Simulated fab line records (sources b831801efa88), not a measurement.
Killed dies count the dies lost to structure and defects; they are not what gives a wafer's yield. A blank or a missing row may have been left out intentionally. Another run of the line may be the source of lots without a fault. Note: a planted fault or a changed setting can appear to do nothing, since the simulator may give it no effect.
Which tool is to blame? | flow gf180mcu | 11 lots with 33 wafers sampled at 5 steps, on a route of 602 steps

## WHAT THE GAUGES READ, wafer by wafer
GF_V2_THK_MEAS_03.
lot  | measured     | on           | V2_CVD_02_THK (nm)
L108 | day 20 05:57 | filmMetro-01 | 854 853 868
L110 | day 20 17:21 | filmMetro-01 | 848 851 869
L112 | day 21 07:39 | filmMetro-01 | 836 856 849
L113 | day 21 14:31 | filmMetro-01 | 853 856 862
L114 | day 22 02:57 | filmMetro-03 | 854 865 862
L116 | day 22 21:27 | filmMetro-02 | 852 865 847
L118 | day 23 11:40 | filmMetro-01 | 834 832 869
L119 | day 23 14:19 | filmMetro-02 | 844 829 855
L121 | day 24 12:32 | filmMetro-03 | 1262 834 846
L122 | day 24 20:44 | filmMetro-03 | 1266 836 855
L130 | day 27 00:59 | filmMetro-03 | 867 864 867

## WHICH TOOL RAN EACH LOT (tool, then ch and the chambers of the sampled wafers, then the start)
lot  | GF_V1_SPUTTER_21            | GF_M2_SPUTTER_00            | GF_M2_STRIP_17                      | GF_V2_CVD_02
L108 | pvdSputter-02, day 19 04:00 | pvdSputter-03, day 19 04:41 | plasmaAsher-04 ch 0, day 20 05:11   | pecvd-01 ch 1,2, day 20 05:53
L110 | pvdSputter-02, day 19 14:52 | pvdSputter-03, day 19 15:40 | plasmaAsher-01 ch 0,1, day 20 16:37 | pecvd-01 ch 0,1,2, day 20 17:16
L112 | pvdSputter-04, day 20 05:25 | pvdSputter-02, day 20 06:07 | plasmaAsher-04 ch 1, day 21 06:53   | pecvd-04 ch 0,1,2, day 21 07:35
L113 | pvdSputter-01, day 20 12:23 | pvdSputter-02, day 20 13:04 | plasmaAsher-04 ch 0,1, day 21 13:44 | pecvd-01 ch 1,2, day 21 14:26
L114 | pvdSputter-01, day 21 01:04 | pvdSputter-02, day 21 01:53 | plasmaAsher-04 ch 0,1, day 22 02:08 | pecvd-04 ch 0,2, day 22 02:52
L116 | pvdSputter-02, day 21 19:52 | pvdSputter-01, day 21 20:34 | plasmaAsher-04 ch 1, day 22 20:23   | pecvd-02 ch 0,1, day 22 21:23
L118 | pvdSputter-01, day 22 10:37 | pvdSputter-01, day 22 11:18 | plasmaAsher-02 ch 0, day 23 10:56   | pecvd-02 ch 0,1,2, day 23 11:36
L119 | pvdSputter-04, day 22 13:56 | pvdSputter-03, day 22 14:37 | plasmaAsher-04 ch 0,1, day 23 13:35 | pecvd-02 ch 1,2, day 23 14:15
L121 | pvdSputter-02, day 23 13:10 | pvdSputter-03, day 23 14:04 | plasmaAsher-04 ch 0,1, day 24 11:49 | pecvd-02 ch 0,1,2, day 24 12:28
L122 | pvdSputter-01, day 23 20:33 | pvdSputter-02, day 23 21:21 | plasmaAsher-04 ch 0,1, day 24 20:01 | pecvd-02 ch 0,1,2, day 24 20:39
L130 | pvdSputter-04, day 26 02:31 | pvdSputter-02, day 26 03:13 | plasmaAsher-02 ch 0, day 27 00:13   | pecvd-04 ch 0,2, day 27 00:55
- GF_V1_SPUTTER_21: material Ti, target thk 15 nm, time 80.02 s.
- GF_M2_SPUTTER_00: material Ti, target thk 37.5 nm, time 150 s.
- GF_M2_STRIP_17: strips in O2/N2.
- GF_V2_CVD_02: deposits SiO2 from TEOS, target thk 850 nm, time 94.851 s.

## THE ANSWER, worked out from the rows above alone
Rule: the usual values come from the lots themselves. The widest of any qualifying gaps counts: lots, ordered by their means at a reading, are off when they make up no more than a third of the lots, leave a main group of 4 or more, and stand apart from it by 3 or more times the standard deviation of that group's means. A main group whose means are all the same, to the digits that the tables above print for the reading, isn't used. Also off: a lot with no number at a reading for which 4 or more lots have one. The other lots that the step has rows for count as sound.
Off: at GF_V2_THK_MEAS_03 (V2_CVD_02_THK), L121, L122. Main group: mean 854 nm, sd 7.3.
A tool fits if, at a process step before that reading, it ran every lot that is off, and no sound lot after the first of them. Gauges at GF_V2_THK_MEAS_03: tried the same way as those tools. This does not decide it: 2 tools fit, namely plasmaAsher-04 at GF_M2_STRIP_17 and pecvd-02 at GF_V2_CVD_02.

## WHAT HAD BEEN PUT IN BY THE SIMULATOR
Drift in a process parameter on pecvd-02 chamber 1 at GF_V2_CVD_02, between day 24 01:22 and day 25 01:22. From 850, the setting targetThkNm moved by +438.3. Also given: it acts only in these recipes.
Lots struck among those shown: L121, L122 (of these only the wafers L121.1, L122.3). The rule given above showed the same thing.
